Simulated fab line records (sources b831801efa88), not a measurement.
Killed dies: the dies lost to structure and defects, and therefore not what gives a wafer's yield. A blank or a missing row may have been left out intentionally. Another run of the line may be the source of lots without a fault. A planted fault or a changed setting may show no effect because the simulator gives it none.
fab line records	flow sky130
[record] lots = 5	wafers = 15	lastDay = 50
route steps=708 shown LDD_N@237 LDD_P@255
lots that met no fault: taken from a fault-free run of the same line
startH: start of the lot's first displayed wafer, in hours after the record's first day	waitH: how many hours have passed since the lot's step before this one	" as in the row above	L1.1+2: a row that stands for several wafers	- no value, or no start was given	* or withheld: withheld	< > ~ a bound
route shown NAME@n: names a module that has steps shown in the file, with the first one's number in the route	usual: mean/standard deviation of fault-free wafers	same: alike in all rows	chamber/n: place in a boat	sites: readings site by site	_std_site: standard deviation of those values	_edge_site: inner sites' mean taken away from outer sites' mean	radiusMm: how far each site lies from the wafer's centre	mask NAME#n: copy n	behind: the most recent tool/chamber to have shaped the wafer	hold: why the lot went on hold/how many hours it stayed there/how the hold came to an end	device: transistor that didn't switch, given as n, p or np	end of line: at the end of the route, the tests of the same wafers	a step given without rows: its recipe and nothing more	killed: count of dies lost to structure and defects at first sort (not the wafer's yield)	map: a wafer's dies, x killed, . not, _ none there
set.NAME: the setting as run; set.NAME@STEP: as run at that earlier step	model.NAME: the simulator's own value behind a step, which no gauge read
lots at selected steps of the route; one table per step, one row per wafer
services: from which hour (startH, from the record's first day; less than 0 if before it) a tool's chamber was out of use, for how many hours, and why
[[steps]]
[step SKY_LDD_N_DEHYDRATE_00]
[recipe] tempC = 200	timeS = 60
lot.wafer	tool	chamber	startH	waitH
L078.2+3+4	lithoTrack-02	0	426.46	14.5
L081.2+5+6	lithoTrack-03	0	448.90	14.9
L086.2+5+6	lithoTrack-03	0	496.30	14.5
L088.1+2+4	lithoTrack-03	0	512.42	14.8
L095.3+4+6	lithoTrack-01	0	570.17	13.8
[step SKY_LDD_N_HMDS_01]
[recipe] primeTimeS = 60	primeTempC = 120
lot.wafer	tool	chamber	startH	waitH
L078.2+3+4	lithoTrack-02	0	426.61	0.1
L081.2+5+6	lithoTrack-03	0	449.05	0.1
L086.2+5+6	lithoTrack-03	0	496.45	0.1
L088.1+2+4	lithoTrack-03	0	512.57	0.1
L095.3+4+6	lithoTrack-01	0	570.32	0.1
[step SKY_LDD_N_COAT_02]
[recipe] resist = NOVOLAK	spinRpm = 3000	resistThkNm = 300
lot.wafer	tool	chamber	startH	waitH
L078.2+3+4	lithoTrack-02	0	426.76	0.1
L081.2+5+6	lithoTrack-03	0	449.20	0.1
L086.2+5+6	lithoTrack-03	0	496.60	0.1
L088.1+2+4	lithoTrack-03	0	512.72	0.1
L095.3+4+6	lithoTrack-01	0	570.47	0.1
[step SKY_LDD_N_SOFTBAKE_03]
[recipe] tempC = 89.24	timeS = 60	resist = NOVOLAK
lot.wafer	tool	chamber	startH	waitH
L078.2+3+4	lithoTrack-02	0	426.91	0.1
L081.2+5+6	lithoTrack-03	0	449.35	0.1
L086.2+5+6	lithoTrack-03	0	496.75	0.1
L088.1+2+4	lithoTrack-03	0	512.87	0.1
L095.3+4+6	lithoTrack-01	0	570.62	0.1
[step SKY_LDD_N_EXPOSE_04]
[recipe] maskId = NTM	targetCdNm = 840	na = 0.6	sourceShape = conventional	sigmaOuter = 0.6	doseMj = 110
lot.wafer	tool	chamber	startH	waitH	mask
L078.2+3+4	ilineStepper-01	0	-	-	NTM#0
L081.2+5+6	ilineStepper-02	0	-	-	NTM#0
L086.2+5+6	ilineStepper-01	0	-	-	NTM#0
L088.1+2+4	ilineStepper-02	0	-	-	NTM#0
L095.3+4+6	ilineStepper-01	0	-	-	NTM#0
[step SKY_LDD_N_PEB_05]
[recipe] tempC = withheld	timeS = *	resist = NOVOLAK
lot.wafer	tool	chamber	startH	waitH
L078.2+3+4	lithoTrack-01	0	-	-
L081.2+5+6	lithoTrack-01	0	-	-
L086.2+5+6	lithoTrack-03	0	-	-
L088.1+2+4	lithoTrack-01	0	-	-
L095.3+4+6	lithoTrack-03	0	-	-
[step SKY_LDD_N_DEVELOP_06]
[recipe] developTimeS = 60	devTempC = 23
lot.wafer	tool	chamber	startH	waitH
L078.2+3+4	lithoTrack-01	0	442.59	0.1
L081.2+5+6	lithoTrack-01	0	464.19	0.1
L086.2+5+6	lithoTrack-03	0	512.00	0.1
L088.1+2+4	lithoTrack-01	0	527.42	0.1
L095.3+4+6	lithoTrack-03	0	585.02	0.1
[step SKY_LDD_N_OVL_MEAS_07]
[usual] LDD_N_OVL = -0.5/1.3
lot.wafer	tool	chamber	startH	waitH	LDD_N_OVL[nm]
L078.2	overlay-02	-	442.72	0.1	1.3
L078.3	"	-	"	"	0.2
L078.4	"	-	"	"	0.2
L081.2	overlay-02	-	464.32	0.1	-0.3
L081.5	"	-	"	"	-1.6
L081.6	"	-	"	"	-0.7
L086.2	overlay-01	-	512.13	0.1	-1.0
L086.5	"	-	"	"	-2.2
L086.6	"	-	"	"	-2.7
L088.1	overlay-02	-	527.57	0.1	0.2
L088.2	"	-	"	"	-1.1
L088.4	"	-	"	"	-2.6
L095.3	overlay-02	-	585.14	0.1	0.9
L095.4	"	-	"	"	0.6
L095.6	"	-	"	"	-0.4
[step SKY_LDD_N_IMPLANT_08]
[recipe] species = As	energyKev = 20	doseCm2 = 7.5e+13	tiltDeg = withheld	rotationDeg = 23
[usual] beamEnergyKeV = 20.001/0.0061
lot.wafer	tool	chamber	startH	waitH	beamEnergyKeV
L078.2	implanter-01	0	442.78	0.0	20.002
L078.3	"	0	"	"	19.999
L078.4	"	0	"	"	20.001
L081.2	implanter-01	0	464.38	0.0	20.007
L081.5	"	0	"	"	20.012
L081.6	"	0	"	"	20.001
L086.2	implanter-04	0	512.19	0.0	19.990
L086.5	"	0	"	"	20.006
L086.6	"	0	"	"	20.002
L088.1	implanter-02	0	527.60	0.0	20.007
L088.2	"	0	"	"	20.006
L088.4	"	0	"	"	20.008
L095.3	implanter-01	0	585.26	0.1	20.001
L095.4	"	0	"	"	20.001
L095.6	"	0	"	"	20.009
[step SKY_LDD_N_IMPLANT_09]
[recipe] species = As	energyKev = 20	doseCm2 = 7.5e+13	tiltDeg = withheld	rotationDeg = 113
[usual] beamEnergyKeV = 20.000/0.0057
lot.wafer	tool	chamber	startH	waitH	beamEnergyKeV
L078.2	implanter-01	0	442.93	0.1	20.007
L078.3	"	0	"	"	19.996
L078.4	"	0	"	"	20.001
L081.2	implanter-01	0	464.53	0.1	20.005
L081.5	"	0	"	"	19.999
L081.6	"	0	"	"	19.993
L086.2	implanter-04	0	512.34	0.1	20.000
L086.5	"	0	"	"	19.994
L086.6	"	0	"	"	19.996
L088.1	implanter-02	0	527.75	0.1	20.001
L088.2	"	0	"	"	19.999
L088.4	"	0	"	"	19.992
L095.3	implanter-01	0	585.56	0.2	19.989
L095.4	"	0	"	"	20.010
L095.6	"	0	"	"	20.007
[step SKY_LDD_N_IMPLANT_10]
[recipe] species = As	energyKev = 20	doseCm2 = 7.5e+13	tiltDeg = withheld	rotationDeg = 203
[usual] beamEnergyKeV = 20.000/0.0059
lot.wafer	tool	chamber	startH	waitH	beamEnergyKeV
L078.2	implanter-01	0	443.08	0.1	20.008
L078.3	"	0	"	"	20.012
L078.4	"	0	"	"	19.992
L081.2	implanter-01	0	464.68	0.1	20.000
L081.5	"	0	"	"	20.009
L081.6	"	0	"	"	19.999
L086.2	implanter-04	0	512.49	0.1	19.991
L086.5	"	0	"	"	20.011
L086.6	"	0	"	"	19.990
L088.1	implanter-02	0	527.90	0.1	19.999
L088.2	"	0	"	"	20.007
L088.4	"	0	"	"	19.997
L095.3	implanter-01	0	585.86	0.2	19.996
L095.4	"	0	"	"	19.995
L095.6	"	0	"	"	19.993
[step SKY_LDD_N_IMPLANT_11]
[recipe] species = As	energyKev = 20	doseCm2 = 7.5e+13	tiltDeg = withheld	rotationDeg = 293
[usual] beamEnergyKeV = 19.998/0.0063
lot.wafer	tool	chamber	startH	waitH	beamEnergyKeV
L078.2	implanter-01	0	443.23	0.1	19.996
L078.3	"	0	"	"	19.998
L078.4	"	0	"	"	19.993
L081.2	implanter-01	0	464.83	0.1	19.994
L081.5	"	0	"	"	20.003
L081.6	"	0	"	"	20.005
L086.2	implanter-04	0	512.64	0.1	20.003
L086.5	"	0	"	"	19.995
L086.6	"	0	"	"	19.997
L088.1	implanter-02	0	528.05	0.1	20.004
L088.2	"	0	"	"	19.992
L088.4	"	0	"	"	20.001
L095.3	implanter-01	0	586.16	0.2	20.002
L095.4	"	0	"	"	19.996
L095.6	"	0	"	"	19.996
[step SKY_LDD_N_IMPLANT_12]
[recipe] species = BF2	energyKev = 50	doseCm2 = 5e+12	tiltDeg = 30	rotationDeg = 0
[usual] beamEnergyKeV = 49.995/0.015	tiltDeg = 30.000/0.022
lot.wafer	tool	chamber	startH	waitH	beamEnergyKeV	tiltDeg
L078.2	implanter-01	0	443.38	0.1	50.008	30.011
L078.3	"	0	"	"	50.022	29.971
L078.4	"	0	"	"	49.989	29.993
L081.2	implanter-01	0	464.98	0.1	49.998	29.967
L081.5	"	0	"	"	49.990	29.995
L081.6	"	0	"	"	49.993	29.986
L086.2	implanter-04	0	512.79	0.1	49.986	29.994
L086.5	"	0	"	"	49.993	29.994
L086.6	"	0	"	"	50.005	30.027
L088.1	implanter-02	0	528.20	0.1	49.996	30.033
L088.2	"	0	"	"	50.006	29.992
L088.4	"	0	"	"	49.993	29.965
L095.3	implanter-01	0	586.46	0.2	50.003	30.024
L095.4	"	0	"	"	50.009	30.008
L095.6	"	0	"	"	50.003	29.986
[step SKY_LDD_N_IMPLANT_13]
[recipe] species = BF2	energyKev = 50	doseCm2 = 5e+12	tiltDeg = 30	rotationDeg = 90
[usual] beamEnergyKeV = 49.999/0.017	tiltDeg = 30.001/0.018
lot.wafer	tool	chamber	startH	waitH	beamEnergyKeV	tiltDeg
L078.2	implanter-01	0	443.53	0.1	49.984	29.950
L078.3	"	0	"	"	49.975	30.008
L078.4	"	0	"	"	49.965	30.019
L081.2	implanter-01	0	465.13	0.1	49.997	30.011
L081.5	"	0	"	"	49.980	29.992
L081.6	"	0	"	"	49.992	30.012
L086.2	implanter-04	0	512.94	0.1	50.008	30.023
L086.5	"	0	"	"	49.990	30.047
L086.6	"	0	"	"	49.999	30.004
L088.1	implanter-02	0	528.35	0.1	50.012	29.991
L088.2	"	0	"	"	50.004	29.993
L088.4	"	0	"	"	49.988	29.982
L095.3	implanter-01	0	586.76	0.2	49.993	29.990
L095.4	"	0	"	"	49.988	29.995
L095.6	"	0	"	"	49.998	30.019
[step SKY_LDD_N_IMPLANT_14]
[recipe] species = BF2	energyKev = 50	doseCm2 = 5e+12	tiltDeg = 30	rotationDeg = 180
[usual] beamEnergyKeV = 50.000/0.016	tiltDeg = 29.999/0.018
lot.wafer	tool	chamber	startH	waitH	beamEnergyKeV	tiltDeg
L078.2	implanter-01	0	443.68	0.1	49.999	30.013
L078.3	"	0	"	"	50.013	30.035
L078.4	"	0	"	"	50.007	30.027
L081.2	implanter-01	0	465.28	0.1	49.982	30.023
L081.5	"	0	"	"	50.013	30.007
L081.6	"	0	"	"	49.960	29.988
L086.2	implanter-04	0	513.09	0.1	50.005	30.020
L086.5	"	0	"	"	50.013	30.026
L086.6	"	0	"	"	50.034	30.044
L088.1	implanter-02	0	528.50	0.1	49.998	30.006
L088.2	"	0	"	"	50.036	29.983
L088.4	"	0	"	"	50.015	29.986
L095.3	implanter-01	0	587.06	0.2	50.008	29.999
L095.4	"	0	"	"	50.028	30.009
L095.6	"	0	"	"	49.996	29.988
[step SKY_LDD_N_IMPLANT_15]
[recipe] species = BF2	energyKev = 50	doseCm2 = 5e+12	tiltDeg = 30	rotationDeg = 270
[usual] beamEnergyKeV = 50.005/0.014	tiltDeg = 29.999/0.02
lot.wafer	tool	chamber	startH	waitH	beamEnergyKeV	tiltDeg
L078.2	implanter-01	0	443.83	0.1	50.014	30.014
L078.3	"	0	"	"	50.023	30.024
L078.4	"	0	"	"	50.000	29.998
L081.2	implanter-01	0	465.43	0.1	50.003	29.994
L081.5	"	0	"	"	49.987	29.990
L081.6	"	0	"	"	50.010	29.981
L086.2	implanter-04	0	513.24	0.1	49.999	29.979
L086.5	"	0	"	"	50.015	30.008
L086.6	"	0	"	"	49.986	29.987
L088.1	implanter-02	0	528.65	0.1	50.001	29.991
L088.2	"	0	"	"	49.989	29.959
L088.4	"	0	"	"	49.989	29.962
L095.3	implanter-01	0	587.36	0.2	50.027	30.011
L095.4	"	0	"	"	49.995	29.966
L095.6	"	0	"	"	49.995	30.000
[step SKY_LDD_N_STRIP_16]
[recipe] chemistry = O2/N2	powerW = 1400	pressureMtorr = 1500	platenTempC = withheld	o2FlowSccm = 3000	n2FlowSccm = 300	overashFraction = 0.5
[usual] drypumpMotorCurrentA = 5.7/0.64	oesProductAu = 0.407/0.0044	stripTimeToEndpointS = 4.322/0.017
lot.wafer	tool	chamber	startH	waitH	drypumpMotorCurrentA	oesProductAu	rfHoursCounterH	stripTimeToEndpointS
L078.2	plasmaAsher-02	1	443.95	0.1	5.5	0.416	73	4.335
L078.3	"	1	"	"	5.5	0.416	-	4.339
L078.4	"	0	"	"	6.4	0.413	-	4.332
L081.2	plasmaAsher-01	0	465.55	0.1	4.9	0.407	33	4.330
L081.5	"	0	"	"	4.9	0.415	-	4.325
L081.6	"	1	"	"	5.6	0.404	-	4.342
L086.2	plasmaAsher-03	0	513.36	0.1	6.4	0.410	70	4.314
L086.5	"	0	"	"	6.5	0.410	-	4.328
L086.6	"	1	"	"	4.9	0.412	-	4.343
L088.1	plasmaAsher-01	1	528.80	0.1	5.6	0.407	40	4.312
L088.2	"	0	"	"	4.9	0.402	40	4.322
L088.4	"	0	"	"	4.9	0.409	-	4.342
L095.3	plasmaAsher-01	0	587.59	0.2	4.9	0.409	-	4.315
L095.4	"	1	"	"	5.6	0.405	-	4.315
L095.6	"	0	"	"	4.9	0.406	-	4.311
[step SKY_LDD_N_TW_MEAS_17]
[usual] LDD_N_TW = 2594/15
lot.wafer	tool	chamber	startH	waitH	LDD_N_TW
L078.2	filmMetro-04	-	444.06	0.1	2621
L078.3	"	-	"	"	2617
L078.4	"	-	"	"	2614
L081.2	filmMetro-01	-	465.66	0.1	2616
L081.5	"	-	"	"	2615
L081.6	"	-	"	"	2607
L086.2	filmMetro-02	-	513.47	0.1	2569
L086.5	"	-	"	"	2580
L086.6	"	-	"	"	2577
L088.1	filmMetro-04	-	528.90	0.1	2600
L088.2	"	-	"	"	2603
L088.4	"	-	"	"	2589
L095.3	filmMetro-01	-	587.68	0.1	2605
L095.4	"	-	"	"	2594
L095.6	"	-	"	"	2595
[step SKY_LDD_P_DEHYDRATE_00]
[recipe] tempC = 200	timeS = 60
lot.wafer	tool	chamber	startH	waitH
L078.2+3+4	lithoTrack-03	0	459.40	15.3
L081.2+5+6	lithoTrack-03	0	480.70	15.0
L086.2+5+6	lithoTrack-04	0	527.70	14.2
L088.1+2+4	lithoTrack-04	0	543.13	14.2
L095.3+4+6	lithoTrack-04	0	601.08	13.4
[step SKY_LDD_P_HMDS_01]
[recipe] primeTimeS = 60	primeTempC = 120
lot.wafer	tool	chamber	startH	waitH
L078.2+3+4	lithoTrack-03	0	459.55	0.1
L081.2+5+6	lithoTrack-03	0	480.85	0.1
L086.2+5+6	lithoTrack-04	0	527.85	0.1
L088.1+2+4	lithoTrack-04	0	543.28	0.1
L095.3+4+6	lithoTrack-04	0	601.23	0.1
[step SKY_LDD_P_COAT_02]
[recipe] resist = NOVOLAK	spinRpm = 3000	resistThkNm = 1122
lot.wafer	tool	chamber	startH	waitH
L078.2+3+4	lithoTrack-03	0	459.70	0.1
L081.2+5+6	lithoTrack-03	0	481.00	0.1
L086.2+5+6	lithoTrack-04	0	528.00	0.1
L088.1+2+4	lithoTrack-04	0	543.43	0.1
L095.3+4+6	lithoTrack-04	0	601.38	0.1
[step SKY_LDD_P_SOFTBAKE_03]
[recipe] tempC = 90	timeS = 60	resist = NOVOLAK
lot.wafer	tool	chamber	startH	waitH
L078.2+3+4	lithoTrack-03	0	459.85	0.1
L081.2+5+6	lithoTrack-03	0	481.15	0.1
L086.2+5+6	lithoTrack-04	0	528.15	0.1
L088.1+2+4	lithoTrack-04	0	543.58	0.1
L095.3+4+6	lithoTrack-04	0	601.53	0.1
[step SKY_LDD_P_EXPOSE_04]
[recipe] maskId = PSDM	na = 0.6	sourceShape = conventional	sigmaOuter = 0.6	polarization = unpolarized	targetCdNm = 380	doseMj = 138
lot.wafer	tool	chamber	startH	waitH	mask
L078.2+3+4	ilineStepper-01	0	-	-	PSDM#0
L081.2+5+6	ilineStepper-01	0	-	-	PSDM#0
L086.2+5+6	ilineStepper-02	0	-	-	PSDM#0
L088.1+2+4	ilineStepper-02	0	-	-	PSDM#0
L095.3+4+6	ilineStepper-01	0	-	-	PSDM#0
[step SKY_LDD_P_PEB_05]
[recipe] tempC = withheld	timeS = *	resist = NOVOLAK
lot.wafer	tool	chamber	startH	waitH
L078.2+3+4	lithoTrack-02	0	-	-
L081.2+5+6	lithoTrack-03	0	-	-
L086.2+5+6	lithoTrack-03	0	-	-
L088.1+2+4	lithoTrack-03	0	-	-
L095.3+4+6	lithoTrack-02	0	-	-
[step SKY_LDD_P_DEVELOP_06]
[recipe] resist = NOVOLAK	developer = TMAH	developTimeS = 60	devTempC = 23
lot.wafer	tool	chamber	startH	waitH
L078.2+3+4	lithoTrack-02	0	475.06	0.1
L081.2+5+6	lithoTrack-03	0	496.15	0.1
L086.2+5+6	lithoTrack-03	0	543.25	0.1
L088.1+2+4	lithoTrack-03	0	558.52	0.1
L095.3+4+6	lithoTrack-02	0	616.18	0.1
[step SKY_LDD_P_CD_MEAS_07]
[recipe] targetCdNm = 380
[usual] cdNm = 379.8/2.5
lot.wafer	tool	chamber	startH	waitH	cdNm
L078.2	cdSem-02	-	475.20	0.1	380.3
L078.3	"	-	"	"	380.5
L078.4	"	-	"	"	381.6
L081.2	cdSem-02	-	496.32	0.1	376.5
L081.5	"	-	"	"	377.3
L081.6	"	-	"	"	378.5
L086.2	cdSem-01	-	543.39	0.1	380.3
L086.5	"	-	"	"	381.5
L086.6	"	-	"	"	381.6
L088.1	cdSem-01	-	558.67	0.1	380.5
L088.2	"	-	"	"	379.3
L088.4	"	-	"	"	379.9
L095.3	cdSem-02	-	616.32	0.1	380.2
L095.4	"	-	"	"	379.6
L095.6	"	-	"	"	378.1
[step SKY_LDD_P_OVL_MEAS_08]
[usual] LDD_P_OVL = 0.1/1.5
lot.wafer	tool	chamber	startH	waitH	LDD_P_OVL[nm]
L078.2	overlay-01	-	475.31	0.1	-1.7
L078.3	"	-	"	"	-4.3
L078.4	"	-	"	"	-2.9
L081.2	overlay-01	-	496.42	0.1	0.8
L081.5	"	-	"	"	-0.5
L081.6	"	-	"	"	-1.0
L086.2	overlay-01	-	543.50	0.1	1.4
L086.5	"	-	"	"	2.4
L086.6	"	-	"	"	0.3
L088.1	overlay-02	-	558.79	0.1	-0.4
L088.2	"	-	"	"	1.1
L088.4	"	-	"	"	0.8
L095.3	overlay-01	-	616.42	0.1	0.1
L095.4	"	-	"	"	-0.7
L095.6	"	-	"	"	-1.5
[step SKY_LDD_P_IMPLANT_09]
[recipe] species = BF2	energyKev = 25	doseCm2 = 1e+13	tiltDeg = withheld
[usual] beamEnergyKeV = 25.000/0.0075
lot.wafer	tool	chamber	startH	waitH	beamEnergyKeV
L078.2	implanter-03	0	475.37	0.0	25.005
L078.3	"	0	"	"	25.001
L078.4	"	0	"	"	25.007
L081.2	implanter-01	0	496.48	0.0	24.998
L081.5	"	0	"	"	24.997
L081.6	"	0	"	"	25.002
L086.2	implanter-03	0	543.55	0.0	24.996
L086.5	"	0	"	"	25.000
L086.6	"	0	"	"	24.998
L088.1	implanter-03	0	558.83	0.0	24.991
L088.2	"	0	"	"	24.997
L088.4	"	0	"	"	24.992
L095.3	implanter-02	0	616.49	0.1	24.996
L095.4	"	0	"	"	24.987
L095.6	"	0	"	"	24.984
[step SKY_LDD_P_STRIP_10]
[recipe] chemistry = O2/N2	powerW = 1400	pressureMtorr = 1500	platenTempC = withheld	o2FlowSccm = 3000	n2FlowSccm = 300	overashFraction = 0.5
[usual] drypumpMotorCurrentA = 5.6/0.63	oesProductAu = 0.716/0.0045	stripTimeToEndpointS = 13.98/0.038
lot.wafer	tool	chamber	startH	waitH	drypumpMotorCurrentA	oesProductAu	rfHoursCounterH	stripTimeToEndpointS
L078.2	plasmaAsher-03	0	475.49	0.1	6.5	0.714	66	14.02
L078.3	"	1	"	"	4.9	0.716	-	14.00
L078.4	"	0	"	"	6.5	0.718	-	14.03
L081.2	plasmaAsher-02	0	496.60	0.1	6.5	0.715	78	14.02
L081.5	"	1	"	"	5.5	0.718	-	13.97
L081.6	"	0	"	"	6.5	0.716	-	13.96
L086.2	plasmaAsher-02	0	543.68	0.1	6.4	0.710	83	13.98
L086.5	"	0	"	"	6.5	0.719	-	14.00
L086.6	"	1	"	"	5.5	0.715	-	13.95
L088.1	plasmaAsher-04	0	558.98	0.1	5.0	0.723	12	13.94
L088.2	"	1	"	"	5.4	0.712	12	13.91
L088.4	"	1	"	"	5.5	0.716	-	13.94
L095.3	plasmaAsher-02	0	616.62	0.1	6.4	0.718	-	13.91
L095.4	"	1	"	"	5.5	0.712	-	13.93
L095.6	"	1	"	"	5.5	0.707	-	13.93
[step SKY_LDD_P_TW_MEAS_11]
[usual] LDD_P_TW = 635.0/2.9
lot.wafer	tool	chamber	startH	waitH	LDD_P_TW
L078.2	filmMetro-01	-	475.60	0.1	644.1
L078.3	"	-	"	"	641.9
L078.4	"	-	"	"	641.6
L081.2	filmMetro-03	-	496.71	0.1	628.0
L081.5	"	-	"	"	633.0
L081.6	"	-	"	"	632.4
L086.2	filmMetro-01	-	543.79	0.1	640.3
L086.5	"	-	"	"	639.3
L086.6	"	-	"	"	637.6
L088.1	filmMetro-01	-	559.08	0.1	638.3
L088.2	"	-	"	"	632.6
L088.4	"	-	"	"	639.8
L095.3	filmMetro-02	-	616.71	0.1	633.6
L095.4	"	-	"	"	633.8
L095.6	"	-	"	"	631.6
[[services]]
tool	chamber	startH	hours	kind
implanter-03	-	405.42	1.3	repair
ilineStepper-02	-	405.74	2.1	pm
plasmaAsher-04	-	421.25	9.0	pm
ilineStepper-01	-	427.15	1.7	pm
ilineStepper-01	-	447.48	3.3	repair
plasmaAsher-01	-	456.35	8.5	repair
ilineStepper-02	-	462.96	1.7	pm
plasmaAsher-03	-	463.66	2.7	repair
plasmaAsher-04	-	470.73	14.6	pm
plasmaAsher-02	-	472.21	9.0	repair
ilineStepper-02	-	475.34	3.1	repair
implanter-02	-	477.81	1.0	repair
ilineStepper-02	-	482.42	8.2	repair
implanter-03	-	487.83	4.0	repair
plasmaAsher-03	-	489.27	2.8	pm
implanter-01	-	504.81	2.8	pm
plasmaAsher-01	-	517.19	3.9	repair
ilineStepper-01	-	528.81	12.3	repair
implanter-02	-	534.53	0.5	repair
implanter-01	-	555.45	2.3	repair
plasmaAsher-01	-	561.18	22.9	pm
lithoTrack-01	-	568.68	-	consumableReplace:filter
ilineStepper-02	-	570.68	4.4	pm
plasmaAsher-04	-	611.55	4.1	repair
[[key]]
fault none
